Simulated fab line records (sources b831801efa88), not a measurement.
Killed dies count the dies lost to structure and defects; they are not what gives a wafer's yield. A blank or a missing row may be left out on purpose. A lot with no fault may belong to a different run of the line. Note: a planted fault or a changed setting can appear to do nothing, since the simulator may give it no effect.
fab line records | flow gf180mcu | part 1 of 2: steps 1 to 30 of 44
record lots=5 wafers=15 last-day=34
route steps=602 shown PSD@258 NSD@262 SAB@264 SALICIDE@278 CONTACT@287
lots untouched by any fault: they come from a run of this same line in which no faults occurred
start-h: hours from the record's first day to the start of the lot's first wafer shown | wait-h: how many hours have passed since the lot's step before this one | " same as the row above | L1.1+2: a row that stands for several wafers | - no value, or no start was given | * or withheld: withheld | < > ~ a bound
route shown NAME@n: a module of which the file shows steps, and the number in the route of the first | usual: the fault-free wafers' mean and standard deviation | same: alike in all rows | chamber/n: place in a boat | sites: readings site by site | _std_site: standard deviation of those values | _edge_site: outer sites' mean less inner sites' | radius-mm: how far each site lies from the wafer's centre | mask NAME#n: copy n | behind: the most recent tool/chamber to have shaped the wafer | hold: why the lot went on hold/how many hours it stayed there/how the hold came to an end | device: the n, p or np transistor that did not switch | end of line: the same wafers' tests at the end of the route | where a step has no rows: the recipe by itself | killed: count of dies lost to structure and defects at first sort (not the wafer's yield) | map: a wafer's dies, marking killed ones x, the rest . and places with no die _
set.NAME: the setting the step ran with; set.NAME@STEP: the setting that earlier step ran with | model.NAME: the simulator's own value behind a step, which no gauge read
a table for each step, a row for each wafer; lots at some steps of the route
services: the hour from which a tool's chamber was out of use, counted from the record's first day as start-h (under 0 if before that day), plus the number of hours and why
## steps
# step GF_PSD_STRIP_10
# recipe chemistry=O2/N2 power-w=1400 pressure-mtorr=1500 platen-temp-c=250 o2-flow-sccm=3000 n2-flow-sccm=300 overash-fraction=0.5
# usual drypump-motor-current-A=5.33/0.28 heater-power-w=357/44 oes-product-au=0.592/0.0045 strip-time-to-endpoint-s=16.54/0.031
# columns lot.wafer tool chamber start-h wait-h drypump-motor-current-A heater-power-w oes-product-au rf-hours-counter-h strip-time-to-endpoint-s
L075.4 plasma-asher-01 1 324.21 0.1 4.84 330 0.592 - 16.51
L075.5 " 0 " " 5.61 357 0.598 - 16.46
L075.6 " 1 " " 4.87 338 0.593 - 16.47
L081.3 plasma-asher-02 0 375.98 0.1 5.14 435 0.594 - 16.54
L081.4 " 1 " " 5.26 301 0.590 - 16.55
L081.5 " 0 " " 5.11 431 0.592 - 16.54
L083.1 plasma-asher-02 1 392.67 0.1 5.27 306 0.595 69 16.55
L083.2 " 0 " " 5.10 433 0.598 69 16.56
L083.5 " 1 " " 5.33 300 0.600 - 16.55
L090.1 plasma-asher-04 0 451.20 0.1 5.69 385 0.594 35 16.55
L090.2 " 1 " " 5.48 335 0.595 35 16.58
L090.4 " 1 " " 5.51 327 0.591 - 16.56
L097.2 plasma-asher-01 1 514.44 0.1 4.87 325 0.598 8 16.55
L097.5 " 0 " " 5.62 357 0.591 - 16.53
L097.6 " 1 " " 4.86 320 0.601 - 16.53
# step GF_PSD_TW_MEAS_11
# usual PSD_TW=3184/34
# columns lot.wafer tool chamber start-h wait-h PSD_TW
L075.4 film-metro-03 - 324.30 0.1 3216
L075.5 " - " " 3198
L075.6 " - " " 3206
L081.3 film-metro-04 - 376.06 0.1 3197
L081.4 " - " " 3202
L081.5 " - " " 3195
L083.1 film-metro-02 - 392.77 0.1 3141
L083.2 " - " " 3150
L083.5 " - " " 3135
L090.1 film-metro-04 - 451.30 0.1 3188
L090.2 " - " " 3208
L090.4 " - " " 3203
L097.2 film-metro-03 - 514.55 0.1 3211
L097.5 " - " " 3220
L097.6 " - " " 3203
# step GF_PSD_CLEAN_12
# recipe chemistry=SC1/SC2 mix=1:4:20 temp-c=70 time-s=150 dry=n2-spin
# columns lot.wafer tool chamber start-h wait-h
L075.4+5+6 wet-bench-04 1 324.33 0.0
L081.3+4+5 wet-bench-01 2 376.10 0.0
L083.1+2+5 wet-bench-01 0 392.83 0.1
L090.1+2+4 wet-bench-01 2 451.36 0.1
L097.2+5+6 wet-bench-03 0 514.60 0.0
# step GF_PSD_RTA_13
# recipe temp-c=1025 time-s=20 ambient=N2
# usual lamp-power-pct=31.3/1.2 wafer_temp_C_max=1029.7/0.99
# columns lot.wafer tool chamber start-h wait-h lamp-power-pct wafer_temp_C_max
L075.4 rtp-anneal-02 0 324.43 0.0 32.4 1028.8
L075.5 " 0 " " 32.4 1030.7
L075.6 " 0 " " 32.4 1028.9
L081.3 rtp-anneal-02 0 376.18 0.0 32.3 1031.1
L081.4 " 0 " " 32.4 1029.7
L081.5 " 0 " " 32.4 1030.3
L083.1 rtp-anneal-01 0 392.88 0.0 29.9 1030.3
L083.2 " 0 " " 30.0 1029.8
L083.5 " 0 " " 29.9 1029.0
L090.1 rtp-anneal-02 0 451.42 0.0 32.4 1029.9
L090.2 " 0 " " 32.4 1029.8
L090.4 " 0 " " 32.4 1028.9
L097.2 rtp-anneal-01 0 514.67 0.0 29.9 1029.3
L097.5 " 0 " " 30.0 1027.2
L097.6 " 0 " " 29.9 1029.8
# step GF_PSD_RS_MEAS_14
# recipe thk-meas-gauge=four-point-probe
# usual NSD_RS=46.15/0.085
# columns lot.wafer tool chamber start-h wait-h NSD_RS[ohm/sq]
L075.4 film-metro-04 - 324.53 0.1 46.04
L075.5 " - " " 45.99
L075.6 " - " " 46.09
L081.3 film-metro-03 - 376.28 0.1 46.03
L081.4 " - " " 46.22
L081.5 " - " " 46.13
L083.1 film-metro-02 - 392.97 0.1 46.13
L083.2 " - " " 46.26
L083.5 " - " " 46.32
L090.1 film-metro-02 - 451.50 0.1 46.15
L090.2 " - " " 46.09
L090.4 " - " " 46.05
L097.2 film-metro-03 - 514.75 0.1 46.06
L097.5 " - " " 46.10
L097.6 " - " " 46.02
# step GF_PSD_RS_MEAS_15
# recipe thk-meas-gauge=four-point-probe
# usual PSD_RS=108.61/0.29
# columns lot.wafer tool chamber start-h wait-h PSD_RS[ohm/sq]
L075.4 film-metro-04 - 324.65 0.1 108.62
L075.5 " - " " 108.30
L075.6 " - " " 108.74
L081.3 film-metro-03 - 376.40 0.1 108.47
L081.4 " - " " 108.27
L081.5 " - " " 108.17
L083.1 film-metro-02 - 393.09 0.1 108.19
L083.2 " - " " 108.92
L083.5 " - " " 108.56
L090.1 film-metro-02 - 451.62 0.1 108.57
L090.2 " - " " 108.82
L090.4 " - " " 108.52
L097.2 film-metro-03 - 514.87 0.1 108.21
L097.5 " - " " 108.70
L097.6 " - " " 108.39
# step GF_SAB_CVD_00
# recipe material=SiO2 target-thk-nm=50 precursor=TEOS temp-c=400 time-s=4.9302 rf-w=600
# usual heater-power-w=638/100
# columns lot.wafer tool chamber start-h wait-h heater-power-w
L075.4 pecvd-03 1 324.72 0.0 797
L075.5 " 2 " " 533
L075.6 " 0 " " 565
L081.3 pecvd-04 0 376.48 0.1 545
L081.4 " 0 " " 533
L081.5 " 2 " " 617
L083.1 pecvd-03 1 393.21 0.1 723
L083.2 " 2 " " 598
L083.5 " 1 " " 738
L090.1 pecvd-04 1 451.74 0.1 842
L090.2 " 0 " " 611
L090.4 " 0 " " 633
L097.2 pecvd-04 1 514.97 0.1 814
L097.5 " 2 " " 673
L097.6 " 1 " " 796
# step GF_SAB_THK_MEAS_01
# recipe reads=SiO2_of_SAB_CVD_00
# usual SAB_CVD_00_THK=49.9/0.74
# columns lot.wafer tool chamber start-h wait-h SAB_CVD_00_THK[nm]
L075.4 film-metro-03 - 324.76 0.0 49.6
L075.5 " - " " 49.7
L075.6 " - " " 51.1
L081.3 film-metro-02 - 376.52 0.0 49.1
L081.4 " - " " 50.3
L081.5 " - " " 50.1
L083.1 film-metro-03 - 393.22 0.0 49.7
L083.2 " - " " 49.8
L083.5 " - " " 50.5
L090.1 film-metro-03 - 451.76 0.0 49.7
L090.2 " - " " 48.5
L090.4 " - " " 48.8
L097.2 film-metro-01 - 515.00 0.0 49.4
L097.5 " - " " 49.3
L097.6 " - " " 50.6
# step GF_SAB_DEHYDRATE_02
# recipe temp-c=200 time-s=60
# columns lot.wafer tool chamber start-h wait-h
L075.4+5+6 litho-track-03 0 334.19 9.4
L081.3+4+5 litho-track-02 0 387.04 10.5
L083.1+2+5 litho-track-02 0 403.69 10.5
L090.1+2+4 litho-track-03 0 462.91 11.1
L097.2+5+6 litho-track-03 0 525.59 10.6
# step GF_SAB_HMDS_03
# recipe prime-time-s=60 prime-temp-c=120
# columns lot.wafer tool chamber start-h wait-h
L075.4+5+6 litho-track-03 0 334.34 0.1
L081.3+4+5 litho-track-02 0 387.19 0.1
L083.1+2+5 litho-track-02 0 403.84 0.1
L090.1+2+4 litho-track-03 0 463.06 0.1
L097.2+5+6 litho-track-03 0 525.74 0.1
# step GF_SAB_COAT_04
# recipe resist=NOVOLAK spin-rpm=3000 resist-thk-nm=1000
# columns lot.wafer tool chamber start-h wait-h
L075.4+5+6 litho-track-03 0 334.49 0.1
L081.3+4+5 litho-track-02 0 387.34 0.1
L083.1+2+5 litho-track-02 0 403.99 0.1
L090.1+2+4 litho-track-03 0 463.21 0.1
L097.2+5+6 litho-track-03 0 525.89 0.1
# step GF_SAB_SOFTBAKE_05
# recipe temp-c=90 time-s=60 resist=NOVOLAK
# columns lot.wafer tool chamber start-h wait-h
L075.4+5+6 litho-track-03 0 334.64 0.1
L081.3+4+5 litho-track-02 0 387.49 0.1
L083.1+2+5 litho-track-02 0 404.14 0.1
L090.1+2+4 litho-track-03 0 463.36 0.1
L097.2+5+6 litho-track-03 0 526.04 0.1
# step GF_SAB_EXPOSE_06
# recipe mask-id=SAB target-cd-nm=420 na=0.6 source-shape=conventional sigma-outer=0.6 dose-mj=140
# columns lot.wafer tool chamber start-h wait-h mask
L075.4+5+6 iline-stepper-02 0 - - SAB#0
L081.3+4+5 iline-stepper-01 0 - - SAB#0
L083.1+2+5 iline-stepper-01 0 - - SAB#0
L090.1+2+4 iline-stepper-01 0 - - SAB#0
L097.2+5+6 iline-stepper-01 0 - - SAB#0
# step GF_SAB_PEB_07
# recipe temp-c=withheld time-s=* resist=NOVOLAK
# columns lot.wafer tool chamber start-h wait-h
L075.4+5+6 litho-track-04 0 - -
L081.3+4+5 litho-track-02 0 - -
L083.1+2+5 litho-track-04 0 - -
L090.1+2+4 litho-track-02 0 - -
L097.2+5+6 litho-track-02 0 - -
# step GF_SAB_DEVELOP_08
# recipe develop-time-s=60 dev-temp-c=23
# columns lot.wafer tool chamber start-h wait-h
L075.4+5+6 litho-track-04 0 345.27 0.1
L081.3+4+5 litho-track-02 0 398.99 0.1
L083.1+2+5 litho-track-04 0 415.64 0.1
L090.1+2+4 litho-track-02 0 474.74 0.1
L097.2+5+6 litho-track-02 0 537.56 0.1
# step GF_SAB_CD_MEAS_09
# recipe target-cd-nm=420
# usual cd-nm=419.4/2.1
# columns lot.wafer tool chamber start-h wait-h cd-nm
L075.4 cd-sem-02 - 345.41 0.1 423.3
L075.5 " - " " 423.6
L075.6 " - " " 422.0
L081.3 cd-sem-02 - 399.13 0.1 421.6
L081.4 " - " " 422.1
L081.5 " - " " 422.6
L083.1 cd-sem-01 - 415.79 0.1 418.7
L083.2 " - " " 417.0
L083.5 " - " " 420.7
L090.1 cd-sem-01 - 474.89 0.1 419.6
L090.2 " - " " 419.6
L090.4 " - " " 420.2
L097.2 cd-sem-02 - 537.71 0.1 418.7
L097.5 " - " " 417.9
L097.6 " - " " 416.6
# step GF_SAB_OVL_MEAS_10
# usual SAB_OVL=-1.4/1.4
# columns lot.wafer tool chamber start-h wait-h SAB_OVL[nm]
L075.4 overlay-02 - 345.48 0.1 -1.6
L075.5 " - " " -0.2
L075.6 " - " " -1.4
L081.3 overlay-01 - 399.22 0.1 -0.2
L081.4 " - " " 1.0
L081.5 " - " " -0.7
L083.1 overlay-01 - 415.91 0.1 -2.0
L083.2 " - " " -4.4
L083.5 " - " " -0.7
L090.1 overlay-01 - 475.01 0.1 -0.7
L090.2 " - " " -1.2
L090.4 " - " " -0.8
L097.2 overlay-01 - 537.81 0.1 -2.7
L097.5 " - " " -1.0
L097.6 " - " " -0.3
# step GF_SAB_ETCH_11
# recipe chemistry=C4F8/O2/Ar mask-material=NOVOLAK target=SiO2 target-depth-nm=55 source-w=1500 bias-w=1200 pressure-mtorr=40 c4f8-flow-sccm=withheld O2_flow_sccm=6 Ar_flow_sccm=300 time-s=8.5
# usual oes-product-au=1.006/0.013
# columns lot.wafer tool chamber start-h wait-h oes-product-au rf-hours-counter-h
L075.4 rie-diel-01 3 345.50 0.0 1.008 0
L075.5 " 2 " " 1.003 -
L075.6 " 3 " " 0.994 -
L081.3 rie-diel-02 0 399.24 0.0 0.985 69
L081.4 " 2 " " 1.017 14
L081.5 " 2 " " 1.013 -
L083.1 rie-diel-01 0 415.95 0.0 1.000 74
L083.2 " 2 " " 0.998 85
L083.5 " 0 " " 1.002 -
L090.1 rie-diel-01 0 475.04 0.0 0.994 76
L090.2 " 2 " " 1.022 86
L090.4 " 2 " " 1.009 -
L097.2 rie-diel-01 3 537.84 0.0 1.007 5
L097.5 " 0 " " 1.003 -
L097.6 " 3 " " 1.001 -
# step GF_SAB_WET_ETCH_12
# recipe chemistry=dHF target-depth-nm=22 dry=n2-spin target=SiO2 temp-c=25 dilution=100:1 time-s=440
# columns lot.wafer tool chamber start-h wait-h
L075.4+5+6 wet-bench-03 2 345.52 0.0
L081.3+4+5 wet-bench-03 2 399.26 0.0
L083.1+2+5 wet-bench-03 3 415.97 0.0
L090.1+2+4 wet-bench-03 3 475.06 0.0
L097.2+5+6 wet-bench-04 1 537.86 0.0
# step GF_SAB_STRIP_13
# recipe chemistry=O2/N2 power-w=1400 pressure-mtorr=1500 platen-temp-c=250 o2-flow-sccm=3000 n2-flow-sccm=300 overash-fraction=0.5
# usual drypump-motor-current-A=5.4/0.37 heater-power-w=345/51 oes-product-au=0.710/0.0044 strip-time-to-endpoint-s=12.61/0.034
# columns lot.wafer tool chamber start-h wait-h drypump-motor-current-A heater-power-w oes-product-au rf-hours-counter-h strip-time-to-endpoint-s
L075.4 plasma-asher-01 0 345.69 0.0 5.6 362 0.709 - 12.65
L075.5 " 0 " " 5.6 359 0.717 - 12.66
L075.6 " 1 " " 4.8 328 0.716 - 12.65
L081.3 plasma-asher-03 0 399.58 0.0 5.4 287 0.713 - 12.65
L081.4 " 1 " " 6.1 328 0.715 - 12.62
L081.5 " 0 " " 5.4 299 0.710 - 12.61
L083.1 plasma-asher-02 1 416.10 0.0 5.3 312 0.707 71 12.60
L083.2 " 0 " " 5.1 445 0.713 71 12.65
L083.5 " 0 " " 5.1 430 0.698 - 12.66
L090.1 plasma-asher-01 1 475.19 0.0 4.9 328 0.702 5 12.61
L090.2 " 0 " " 5.6 356 0.720 5 12.63
L090.4 " 1 " " 4.9 327 0.710 - 12.60
L097.2 plasma-asher-02 1 538.15 0.0 5.2 300 0.717 84 12.63
L097.5 " 0 " " 5.1 437 0.709 - 12.64
L097.6 " 1 " " 5.2 315 0.707 - 12.64
# step GF_SALICIDE_CLEAN_00
# recipe chemistry=SC1/SC2 mix=1:4:20 temp-c=70 time-s=150
# columns lot.wafer tool chamber start-h wait-h
L075.4+5+6 wet-bench-02 1 345.75 0.0
L081.3+4+5 wet-bench-01 2 399.65 0.0
L083.1+2+5 wet-bench-01 0 416.20 0.1
L090.1+2+4 wet-bench-01 3 475.29 0.1
L097.2+5+6 wet-bench-01 3 538.25 0.1
# step GF_SALICIDE_WET_ETCH_01
# recipe chemistry=dHF target-depth-nm=5 dry=ipa-marangoni target=SiO2 temp-c=25 dilution=100:1 time-s=100
# columns lot.wafer tool chamber start-h wait-h
L075.4+5+6 wet-bench-03 3 345.80 0.0
L081.3+4+5 wet-bench-03 0 399.70 0.0
L083.1+2+5 wet-bench-02 3 416.31 0.0
L090.1+2+4 wet-bench-03 2 475.35 0.0
L097.2+5+6 wet-bench-03 3 538.30 0.0
# step GF_SALICIDE_SPUTTER_02
# recipe material=Co target-thk-nm=10 power-w=1000 time-s=20 chamber-pressure-pa=0.4
# usual throttle-valve-pct=30.5/0.78
# columns lot.wafer tool chamber start-h wait-h throttle-valve-pct
L075.4 pvd-sputter-02 - 345.84 0.0 32.4
L075.5 " - " " 32.3
L075.6 " - " " 30.7
L081.3 pvd-sputter-03 - 399.78 0.0 31.1
L081.4 " - " " 30.7
L081.5 " - " " 28.8
L083.1 pvd-sputter-01 - 416.35 0.0 30.4
L083.2 " - " " 30.8
L083.5 " - " " 30.6
L090.1 pvd-sputter-01 - 475.38 0.0 30.6
L090.2 " - " " 31.2
L090.4 " - " " 29.8
L097.2 pvd-sputter-01 - 538.33 0.0 30.4
L097.5 " - " " 30.2
L097.6 " - " " 30.6
# step GF_SALICIDE_SPUTTER_03
# recipe material=TiN target-thk-nm=20 power-w=6500 time-s=16.7 chamber-pressure-pa=0.4
# usual throttle-valve-pct=30.5/0.79
# columns lot.wafer tool chamber start-h wait-h throttle-valve-pct
L075.4 pvd-sputter-02 - 345.87 0.0 32.4
L075.5 " - " " 32.4
L075.6 " - " " 30.7
L081.3 pvd-sputter-03 - 399.81 0.0 30.8
L081.4 " - " " 30.7
L081.5 " - " " 28.9
L083.1 pvd-sputter-01 - 416.38 0.0 30.4
L083.2 " - " " 31.0
L083.5 " - " " 30.6
L090.1 pvd-sputter-01 - 475.41 0.0 30.5
L090.2 " - " " 31.1
L090.4 " - " " 29.6
L097.2 pvd-sputter-01 - 538.36 0.0 30.2
L097.5 " - " " 30.4
L097.6 " - " " 30.5
# step GF_SALICIDE_RS_MEAS_04
# recipe thk-meas-gauge=four-point-probe reads=TiN_of_SALICIDE_SPUTTER_03+Co_of_SALICIDE_SPUTTER_02
# usual SALICIDE_TIN_RS=16.3/0.36
# columns lot.wafer tool chamber start-h wait-h SALICIDE_TIN_RS[ohm/sq]
L075.4 film-metro-03 - 345.95 0.1 16.9
L075.5 " - " " 17.0
L075.6 " - " " 16.1
L081.3 film-metro-04 - 399.87 0.1 16.2
L081.4 " - " " 16.2
L081.5 " - " " 16.7
L083.1 film-metro-04 - 416.40 0.0 16.7
L083.2 " - " " 16.2
L083.5 " - " " 16.8
L090.1 film-metro-03 - 475.44 0.0 16.6
L090.2 " - " " 16.1
L090.4 " - " " 16.2
L097.2 film-metro-01 - 538.41 0.0 17.0
L097.5 " - " " 17.0
L097.6 " - " " 16.1
# step GF_SALICIDE_THK_MEAS_05
# recipe thk-meas-gauge=xrf reads=TiN_of_SALICIDE_SPUTTER_03
# usual SALICIDE_TIN_THK=19.9/0.36
# columns lot.wafer tool chamber start-h wait-h SALICIDE_TIN_THK[nm]
L075.4 film-metro-03 - 346.04 0.1 20.5
L075.5 " - " " 20.5
L075.6 " - " " 20.2
L081.3 film-metro-04 - 399.97 0.1 19.7
L081.4 " - " " 19.6
L081.5 " - " " 19.7
L083.1 film-metro-04 - 416.52 0.1 19.8
L083.2 " - " " 19.6
L083.5 " - " " 19.5
L090.1 film-metro-03 - 475.56 0.1 19.6
L090.2 " - " " 19.6
L090.4 " - " " 20.2
L097.2 film-metro-01 - 538.52 0.1 19.7
L097.5 " - " " 19.7
L097.6 " - " " 20.3
# step GF_SALICIDE_RTA_06
# recipe temp-c=530 time-s=30 ambient=N2
# usual lamp-power-pct=5.65/0.22 wafer_temp_C_max=532.5/0.52
# columns lot.wafer tool chamber start-h wait-h lamp-power-pct wafer_temp_C_max
L075.4 rtp-anneal-02 0 346.12 0.1 5.88 532.8
L075.5 " 0 " " 5.87 532.1
L075.6 " 0 " " 5.88 532.3
L081.3 rtp-anneal-02 0 400.05 0.1 5.88 532.9
L081.4 " 0 " " 5.87 532.9
L081.5 " 0 " " 5.89 534.2
L083.1 rtp-anneal-02 0 416.58 0.1 5.88 533.0
L083.2 " 0 " " 5.88 532.2
L083.5 " 0 " " 5.88 533.2
L090.1 rtp-anneal-01 0 475.62 0.1 5.43 532.7
L090.2 " 0 " " 5.43 533.4
L090.4 " 0 " " 5.43 533.6
L097.2 rtp-anneal-01 0 538.58 0.1 5.43 532.9
L097.5 " 0 " " 5.44 532.6
L097.6 " 0 " " 5.43 532.9
# step GF_SALICIDE_WET_ETCH_07
# recipe chemistry=SPM target-depth-nm=120 dry=n2-spin
# columns lot.wafer tool chamber start-h wait-h
L075.4+5+6 wet-bench-02 3 346.17 0.0
L081.3+4+5 wet-bench-02 3 400.11 0.1
L083.1+2+5 wet-bench-03 3 416.68 0.1
L090.1+2+4 wet-bench-01 3 475.72 0.1
L097.2+5+6 wet-bench-01 1 538.67 0.1
# step GF_SALICIDE_RTA_08
# recipe temp-c=800 time-s=30 ambient=N2
# usual lamp-power-pct=15.7/0.62 wafer_temp_C_max=803.7/0.75
# columns lot.wafer tool chamber start-h wait-h lamp-power-pct wafer_temp_C_max
L075.4 rtp-anneal-01 0 346.31 0.1 15.1 804.6
L075.5 " 0 " " 15.0 803.6
L075.6 " 0 " " 15.1 802.7
L081.3 rtp-anneal-01 0 400.24 0.0 15.1 802.9
L081.4 " 0 " " 15.1 803.8
L081.5 " 0 " " 15.1 804.7
L083.1 rtp-anneal-01 0 416.77 0.0 15.1 803.9
L083.2 " 0 " " 15.1 803.0
L083.5 " 0 " " 15.1 802.7
L090.1 rtp-anneal-02 0 475.82 0.0 16.3 802.4
L090.2 " 0 " " 16.3 803.9
L090.4 " 0 " " 16.3 802.6
L097.2 rtp-anneal-02 0 538.78 0.0 16.3 803.5
L097.5 " 0 " " 16.3 803.9
L097.6 " 0 " " 16.3 803.2
# step GF_CONTACT_CVD_00
# recipe material=SiO2 target-thk-nm=300 sigma-open-frac=0.3 temp-c=400 time-s=50 sih4-flow-sccm=60 pressure-mtorr=6
# columns lot.wafer tool chamber start-h wait-h
L075.4+5+6 hdpcvd-02 0,2,1 346.39 0.1
L081.3+4+5 hdpcvd-01 2,2,0 400.30 0.1
L083.1+2+5 hdpcvd-01 2,0,0 416.97 0.2
L090.1+2+4 hdpcvd-02 1,2,0 475.92 0.1
L097.2+5+6 hdpcvd-01 1,2,0 538.86 0.1
